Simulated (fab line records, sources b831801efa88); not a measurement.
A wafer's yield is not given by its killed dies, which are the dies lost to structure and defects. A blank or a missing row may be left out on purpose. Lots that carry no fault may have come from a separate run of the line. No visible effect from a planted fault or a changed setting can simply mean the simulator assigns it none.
fab line records -- flow sky130
[record] lots = 12, wafers = 36, last-day = 50
route steps=708 shown FIELD_ISO@14 RES_PROTECT@210 LDD_HVN@276 PAD_OPEN@708
lots with no fault: from the same line, run without faults
start-h: the number of hours between the record's first day and the start of the first shown wafer of the lot -- wait-h: how many hours have passed since the lot's step before this one -- " unchanged from the row above -- L1.1+2: one row covering several wafers at once -- - no value, or no start given -- * or withheld: withheld -- < > ~ a bound
route shown NAME@n: NAME is a module with steps in the file, n the number in the route of the first one -- usual: mean and standard deviation over wafers with no fault -- same: alike in all rows -- chamber/n: place in a boat -- sites: the reading at each site -- _std_site: standard deviation of those values -- _edge_site: inner sites' mean taken away from outer sites' mean -- radius-mm: for every site, how far away it sits from the centre of the wafer -- mask NAME#n: copy n -- behind: tool/chamber where the wafer was last shaped -- hold: reason for holding the lot/hours on hold/outcome of the hold -- device: transistor that didn't switch, given as n, p or np -- end of line: tests of these same wafers at the route's end -- a step with no rows: only its recipe -- killed: dies that structure and defects cost at the first sort, which is not the same as the wafer's yield -- map: per-die view of a wafer (x killed, . not killed, _ where there is no die)
set.NAME: setting as actually run; set.NAME@STEP: the setting as run at that earlier step -- model.NAME: the simulator's own value behind a step, which no gauge read
the route's steps for a sample of lots (tables are steps, rows are wafers)
services: the hour from which a tool's chamber was out of use, counted from the record's first day as start-h (under 0 if before that day), plus the number of hours and why
[[steps]]
[step SKY_FIELD_ISO_CD_MEAS_13]
[recipe] target-cd-nm = 150
[usual] cd-nm = 150.0/1.6
lot.wafer,tool,chamber,start-h,wait-h,cd-nm
L720.1,cd-sem-02,-,33.22,-,149.7
L720.4,cd-sem-02,-,33.22,-,147.8
L720.6,cd-sem-02,-,33.22,-,147.7
L722.4,cd-sem-01,-,39.24,-,150.3
L722.5,cd-sem-01,-,39.24,-,149.4
L722.6,cd-sem-01,-,39.24,-,147.6
L723.1,cd-sem-01,-,43.23,-,148.2
L723.4,cd-sem-01,-,43.23,-,148.8
L723.6,cd-sem-01,-,43.23,-,149.1
L725.2,cd-sem-01,-,53.70,-,149.9
L725.3,cd-sem-01,-,53.70,-,149.5
L725.4,cd-sem-01,-,53.70,-,149.1
L726.1,cd-sem-02,-,60.07,-,151.4
L726.3,cd-sem-02,-,60.07,-,150.3
L726.5,cd-sem-02,-,60.07,-,152.4
L727.1,cd-sem-02,-,67.27,-,148.0
L727.4,cd-sem-02,-,67.27,-,150.1
L727.5,cd-sem-02,-,67.27,-,150.6
L728.1,cd-sem-02,-,70.13,-,149.8
L728.5,cd-sem-02,-,70.13,-,150.3
L728.6,cd-sem-02,-,70.13,-,150.2
L729.1,cd-sem-02,-,74.77,-,151.6
L729.3,cd-sem-02,-,74.77,-,149.5
L729.6,cd-sem-02,-,74.77,-,149.5
L730.2,cd-sem-01,-,76.90,-,152.1
L730.5,cd-sem-01,-,76.90,-,150.9
L730.6,cd-sem-01,-,76.90,-,152.0
L736.1,cd-sem-02,-,112.28,-,148.3
L736.2,cd-sem-02,-,112.28,-,148.2
L736.4,cd-sem-02,-,112.28,-,149.1
L738.2,cd-sem-02,-,122.94,-,152.1
L738.5,cd-sem-02,-,122.94,-,152.9
L738.6,cd-sem-02,-,122.94,-,152.7
L742.2,cd-sem-01,-,143.25,-,147.2
L742.4,cd-sem-01,-,143.25,-,147.7
L742.6,cd-sem-01,-,143.25,-,147.8
[step SKY_FIELD_ISO_ETCH_15]
[recipe] chemistry = CHF3/O2, target-depth-nm = 180, stop-on = Si, source-w = 600, bias-w = 200, pressure-mtorr = 40, chf3-flow-sccm = 50, O2_flow_sccm = 5, time-s = 72
[usual] chamber-pressure-mTorr = 40.00/0.04, chf3-flow-sccm = 50.01/0.15, drypump-motor-current-A = 5.5/0.41, oes-product-au = 0.989/0.0091, throttle-valve-pct = 8.859/0.0088
lot.wafer,tool,chamber,start-h,wait-h,chamber-pressure-mTorr,chf3-flow-sccm,drypump-motor-current-A,oes-product-au,rf-hours-counter-h,throttle-valve-pct
L720.1,rie-diel-02,2,33.38,0.0,40.05,49.89,5.6,1.006,88,8.850
L720.4,rie-diel-02,3,33.38,0.0,40.00,50.00,5.3,1.000,14,8.857
L720.6,rie-diel-02,1,33.38,0.0,39.98,50.14,5.9,0.995,-,8.881
L722.4,rie-diel-03,3,39.34,0.0,39.92,49.98,5.9,0.973,147,8.857
L722.5,rie-diel-03,3,39.34,0.0,40.01,50.02,5.9,0.986,-,8.859
L722.6,rie-diel-03,0,39.34,0.0,40.03,50.09,4.9,0.980,-,8.863
L723.1,rie-diel-03,1,43.39,0.0,40.02,50.11,4.9,0.979,3,8.849
L723.4,rie-diel-03,0,43.39,0.0,40.02,49.72,4.9,0.980,56,8.870
L723.6,rie-diel-03,2,43.39,0.0,39.99,49.76,5.5,0.972,-,8.856
L725.2,rie-diel-01,2,53.84,0.0,40.05,50.00,6.2,0.985,100,8.858
L725.3,rie-diel-01,0,53.84,0.0,40.01,49.87,5.4,0.990,125,8.855
L725.4,rie-diel-01,3,53.84,0.0,39.99,49.90,6.0,0.983,3,8.850
L726.1,rie-diel-03,1,60.23,0.0,40.01,49.89,4.9,0.988,4,8.850
L726.3,rie-diel-03,2,60.23,0.0,39.94,49.92,5.5,0.990,74,8.857
L726.5,rie-diel-03,3,60.23,0.0,39.98,50.05,5.9,0.995,-,8.862
L727.1,rie-diel-02,0,67.43,0.0,39.95,50.03,5.6,0.998,4,8.853
L727.4,rie-diel-02,2,67.43,0.0,40.03,49.88,5.6,0.989,89,8.878
L727.5,rie-diel-02,2,67.43,0.0,40.02,50.04,5.5,0.985,-,8.861
L728.1,rie-diel-03,0,70.29,0.0,39.93,50.00,4.9,0.983,57,8.843
L728.5,rie-diel-03,2,70.29,0.0,40.02,50.32,5.6,0.977,-,8.865
L728.6,rie-diel-03,1,70.29,0.0,39.94,50.11,5.0,0.980,-,8.859
L729.1,rie-diel-03,2,74.93,0.0,39.95,50.27,5.6,0.988,75,8.858
L729.3,rie-diel-03,3,74.93,0.0,40.02,50.03,5.9,0.972,148,8.860
L729.6,rie-diel-03,2,74.93,0.0,40.03,49.78,5.6,0.984,-,8.843
L730.2,rie-diel-03,1,77.04,0.0,39.95,49.95,4.9,0.993,4,8.853
L730.5,rie-diel-03,1,77.04,0.0,40.04,49.88,4.9,0.988,-,8.856
L730.6,rie-diel-03,0,77.04,0.0,39.99,50.28,4.9,0.988,-,8.861
L736.1,rie-diel-03,3,112.44,0.0,39.93,49.80,5.9,0.982,149,8.850
L736.2,rie-diel-03,1,112.44,0.0,39.99,49.97,5.0,0.990,4,8.862
L736.4,rie-diel-03,2,112.44,0.0,40.02,49.95,5.5,0.995,75,8.855
L738.2,rie-diel-03,0,123.08,0.0,39.99,49.94,4.9,0.985,57,8.853
L738.5,rie-diel-03,3,123.08,0.0,39.99,50.10,5.9,0.980,-,8.856
L738.6,rie-diel-03,2,123.08,0.0,40.01,50.00,5.6,0.994,-,8.848
L742.2,rie-diel-01,0,143.39,0.0,40.01,50.32,5.4,1.000,126,8.862
L742.4,rie-diel-01,0,143.39,0.0,39.94,49.80,5.4,1.005,-,8.853
L742.6,rie-diel-01,2,143.39,0.0,39.97,50.10,6.1,0.985,-,8.869
[step SKY_RES_PROTECT_EXPOSE_04]
[recipe] mask-id = RPM, na = 0.6, source-shape = conventional, sigma-outer = 0.6, polarization = unpolarized, target-cd-nm = 1270, dose-mj = 131
[usual] exposure-dose-mJ-cm2 = 130.99/0.13, focus-offset-nm = 0.1/0.54
lot.wafer,tool,chamber,start-h,wait-h,mask,exposure-dose-mJ-cm2,focus-offset-nm
L720.1,iline-stepper-02,0,331.20,-,RPM#0,131.01,0.0
L720.4,iline-stepper-02,0,331.20,-,RPM#0,131.01,0.1
L720.6,iline-stepper-02,0,331.20,-,RPM#0,131.01,-0.5
L722.4,iline-stepper-01,0,339.09,-,RPM#0,130.90,0.0
L722.5,iline-stepper-01,0,339.09,-,RPM#0,131.06,0.8
L722.6,iline-stepper-01,0,339.09,-,RPM#0,131.04,0.1
L723.1,iline-stepper-01,0,352.96,-,RPM#0,130.90,0.5
L723.4,iline-stepper-01,0,352.96,-,RPM#0,131.17,-0.1
L723.6,iline-stepper-01,0,352.96,-,RPM#0,130.93,0.2
L725.2,iline-stepper-01,0,361.04,-,RPM#0,131.31,-0.2
L725.3,iline-stepper-01,0,361.04,-,RPM#0,131.23,0.3
L725.4,iline-stepper-01,0,361.04,-,RPM#0,131.03,0.3
L726.1,iline-stepper-01,0,376.27,-,RPM#0,129.11,0.2
L726.3,iline-stepper-01,0,376.27,-,RPM#0,129.09,0.4
L726.5,iline-stepper-01,0,376.27,-,RPM#0,128.97,-0.2
L727.1,iline-stepper-01,0,387.12,-,RPM#0,128.99,1.0
L727.4,iline-stepper-01,0,387.12,-,RPM#0,129.10,0.6
L727.5,iline-stepper-01,0,387.12,-,RPM#0,129.19,0.7
L728.1,iline-stepper-01,0,417.42,-,RPM#0,128.98,-0.3
L728.5,iline-stepper-01,0,417.42,-,RPM#0,128.88,-0.7
L728.6,iline-stepper-01,0,417.42,-,RPM#0,129.02,0.0
L730.2,iline-stepper-01,0,418.79,-,RPM#0,128.92,0.1
L730.5,iline-stepper-01,0,418.79,-,RPM#0,128.90,0.5
L730.6,iline-stepper-01,0,418.79,-,RPM#0,128.87,-0.4
L729.1,iline-stepper-02,0,419.02,-,RPM#0,130.76,-0.9
L729.3,iline-stepper-02,0,419.02,-,RPM#0,131.07,-0.9
L729.6,iline-stepper-02,0,419.02,-,RPM#0,130.94,0.5
L736.1,iline-stepper-02,0,471.94,-,RPM#0,131.00,1.2
L736.2,iline-stepper-02,0,471.94,-,RPM#0,131.13,0.4
L736.4,iline-stepper-02,0,471.94,-,RPM#0,130.91,1.4
L738.2,iline-stepper-02,0,486.72,-,RPM#0,130.83,0.7
L738.5,iline-stepper-02,0,486.72,-,RPM#0,131.04,0.4
L738.6,iline-stepper-02,0,486.72,-,RPM#0,131.15,0.7
L742.2,iline-stepper-02,0,515.84,-,RPM#0,131.05,-0.2
L742.4,iline-stepper-02,0,515.84,-,RPM#0,131.05,0.0
L742.6,iline-stepper-02,0,515.84,-,RPM#0,131.05,0.1
[step SKY_LDD_HVN_STRIP_09]
[recipe] chemistry = O2/N2, power-w = 1400, pressure-mtorr = 1500, platen-temp-c = withheld, o2-flow-sccm = 3000, n2-flow-sccm = 300, overash-fraction = 0.5
[usual] chamber-pressure-mTorr = 1500.1/1.4, drypump-motor-current-A = 5.6/0.59, oes-product-au = 0.409/0.0046, strip-time-to-endpoint-s = 4.135/0.016
lot.wafer,tool,chamber,start-h,wait-h,chamber-pressure-mTorr,drypump-motor-current-A,oes-product-au,rf-hours-counter-h,strip-time-to-endpoint-s
L720.1,plasma-asher-01,1,466.26,0.1,1500.5,5.6,0.416,80,4.152
L720.4,plasma-asher-01,1,466.26,0.1,1499.8,5.6,0.408,-,4.127
L720.6,plasma-asher-01,1,466.26,0.1,1500.2,5.6,0.412,-,4.151
L722.4,plasma-asher-01,1,479.05,0.1,1500.3,5.6,0.410,-,4.134
L722.5,plasma-asher-01,1,479.05,0.1,1500.8,5.7,0.413,-,4.126
L722.6,plasma-asher-01,0,479.05,0.1,1500.7,4.9,0.413,-,4.140
L723.1,plasma-asher-01,0,498.76,0.1,1499.7,4.9,0.410,83,4.115
L723.4,plasma-asher-01,0,498.76,0.1,1499.8,4.9,0.405,-,4.097
L723.6,plasma-asher-01,1,498.76,0.1,1499.0,5.7,0.406,-,4.113
L725.2,plasma-asher-01,0,499.45,0.1,1500.7,4.9,0.415,83,4.135
L725.3,plasma-asher-01,0,499.45,0.1,1501.8,4.9,0.404,-,4.109
L725.4,plasma-asher-01,1,499.45,0.1,1499.0,5.6,0.400,-,4.157
L726.1,plasma-asher-04,1,520.91,0.1,1499.4,5.1,0.413,66,4.169
L726.3,plasma-asher-04,0,520.91,0.1,1501.5,5.6,0.407,-,4.171
L726.5,plasma-asher-04,0,520.91,0.1,1498.8,5.6,0.407,-,4.158
L727.1,plasma-asher-04,1,530.62,0.1,1500.2,5.2,0.411,67,4.147
L727.4,plasma-asher-04,0,530.62,0.1,1500.3,5.6,0.413,-,4.128
L727.5,plasma-asher-04,1,530.62,0.1,1500.4,5.1,0.406,-,4.151
L728.1,plasma-asher-04,1,560.81,0.1,1499.7,5.1,0.412,70,4.126
L728.5,plasma-asher-04,0,560.81,0.1,1501.5,5.6,0.410,-,4.139
L728.6,plasma-asher-04,1,560.81,0.1,1494.7,5.2,0.411,-,4.125
L729.1,plasma-asher-04,0,562.05,0.1,1499.2,5.6,0.397,71,4.145
L729.3,plasma-asher-04,1,562.05,0.1,1501.7,5.1,0.410,-,4.132
L729.6,plasma-asher-04,0,562.05,0.1,1501.5,5.6,0.413,-,4.142
L730.2,plasma-asher-04,1,566.47,0.1,1499.1,5.2,0.409,72,4.151
L730.5,plasma-asher-04,0,566.47,0.1,1498.4,5.6,0.403,-,4.138
L730.6,plasma-asher-04,1,566.47,0.1,1499.1,5.2,0.406,-,4.127
L736.1,plasma-asher-04,0,611.51,0.1,1499.9,5.6,0.411,76,4.132
L736.2,plasma-asher-04,1,611.51,0.1,1500.2,5.1,0.408,76,4.149
L736.4,plasma-asher-04,0,611.51,0.1,1501.8,5.6,0.411,-,4.158
L738.2,plasma-asher-02,1,626.87,0.1,1501.7,5.3,0.406,18,4.124
L738.5,plasma-asher-02,0,626.87,0.1,1499.1,6.8,0.405,-,4.121
L738.6,plasma-asher-02,1,626.87,0.1,1500.2,5.3,0.402,-,4.120
L742.2,plasma-asher-04,0,653.62,0.1,1499.0,5.6,0.413,81,4.083
L742.4,plasma-asher-04,1,653.62,0.1,1500.5,5.1,0.415,-,4.121
L742.6,plasma-asher-04,1,653.62,0.1,1500.8,5.2,0.404,-,4.132
[step SKY_PAD_OPEN_PROBE_99]
[usual] killed_at_M0_to_M3 = 43/7.2, killed_at_M4_up = 3.5/2, killed-at-contacts = 24/5.2, killed-at-front-end = 15/4.4, killed-at-other = 0.2/0.48, killed-dies = 85/9.4, killed-open = 46/7.3, killed-short = 39/6.1
[same] gross-dies = 492, killed-at-back-side = 0
lot.wafer,tool,chamber,start-h,wait-h,killed_at_M0_to_M3,killed_at_M4_up,killed-at-contacts,killed-at-front-end,killed-at-other,killed-dies,killed-open,killed-short
L726.1,prober-01,-,1116.08,0.1,50,4,17,14,0,85,47,37
L726.3,prober-01,-,1116.18,0.2,43,8,20,10,2,83,45,38
L726.5,prober-01,-,1116.28,0.2,42,5,28,16,0,91,44,45
// killed by level:class
L726.1 VIA1:geometric-particle:open=11 CONTACT:geometric-particle:open=9 VIA2:geometric-particle:open=9 METAL1:geometric-particle:short=7 METAL2:geometric-particle:short=7 FIELD_ISO:geometric-particle:open=5 VIA1:geometric-particle:short=5 FIELD_ISO:geometric-particle:short=4
L726.3 CONTACT:geometric-particle:open=10 VIA1:geometric-particle:open=9 LI_CONTACT:geometric-particle:open=6 VIA3:geometric-particle:open=6 METAL1:geometric-particle:short=5 VIA1:geometric-particle:short=5 METAL2:geometric-particle:short=5 METAL4:geometric-particle:short=5
L726.5 CONTACT:geometric-particle:open=9 VIA1:geometric-particle:short=8 CONTACT:geometric-particle:short=7 METAL1:geometric-particle:short=7 LI_CONTACT:geometric-particle:open=6 VIA3:geometric-particle:open=6 POLY_GATE:geometric-particle:open=5 VIA2:geometric-particle:open=5
[[services]]
tool,chamber,start-h,hours,kind
rie-diel-03,1,60.50,8.1,repair
plasma-asher-04,-,131.74,15.6,pm
rie-diel-03,2,154.66,26.5,repair
iline-stepper-01,-,154.89,2.4,repair
rie-diel-03,1,162.19,9.8,repair
iline-stepper-01,-,183.85,2.1,pm
plasma-asher-04,-,185.71,7.7,repair
plasma-asher-04,-,192.23,6.0,repair
iline-stepper-01,-,208.30,1.7,pm
rie-diel-03,0,261.51,16.5,repair
rie-diel-03,-,267.31,2.8,pm
rie-diel-03,3,278.60,7.2,repair
iline-stepper-01,-,295.74,0.6,repair
plasma-asher-04,-,327.01,3.4,repair
rie-diel-03,0,409.05,6.1,repair
iline-stepper-01,-,426.48,1.7,pm
rie-diel-03,0,488.34,3.5,repair
plasma-asher-04,-,503.49,2.8,pm
rie-diel-03,0,503.66,13.3,repair
rie-diel-03,-,531.28,0.7,repair
rie-diel-03,1,567.94,2.8,repair
rie-diel-03,2,579.16,5.4,repair
rie-diel-03,0,597.45,3.6,repair
iline-stepper-01,-,644.66,1.7,pm
[[key]]
[first-sign] step = SKY_RES_PROTECT_EXPOSE_04, reading = exposure-dose-mJ-cm2, direction = down, sigmas = 15, usual = *, struck = *
effect none on later readings
met-at SKY_RES_PROTECT_EXPOSE_04
struck-lots L726,L727,L728,L730
tester-left-out L726,L727,L728,L730
not-acting-at SKY_FIELD_ISO_CD_MEAS_13,SKY_FIELD_ISO_ETCH_15,SKY_LDD_HVN_STRIP_09
onset-between 361.04 376.27
[fault] kind = process-parameter-drift, tool = iline-stepper-01, chamber = -, onset-h = 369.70, steps = SKY_RES_PROTECT_EXPOSE_04, channel = dose-mj, offset = -1.9672, shape = step, acts-in = these-recipes-only, stated = 131
// tester-left-out: of these lots the tester's yield and bins aren't shown, on N5 and GAA mostly nor the transistor test; their killed dies are dies lost to structure and defects alone, not to doping, threshold or leakage, so they don't give the yield
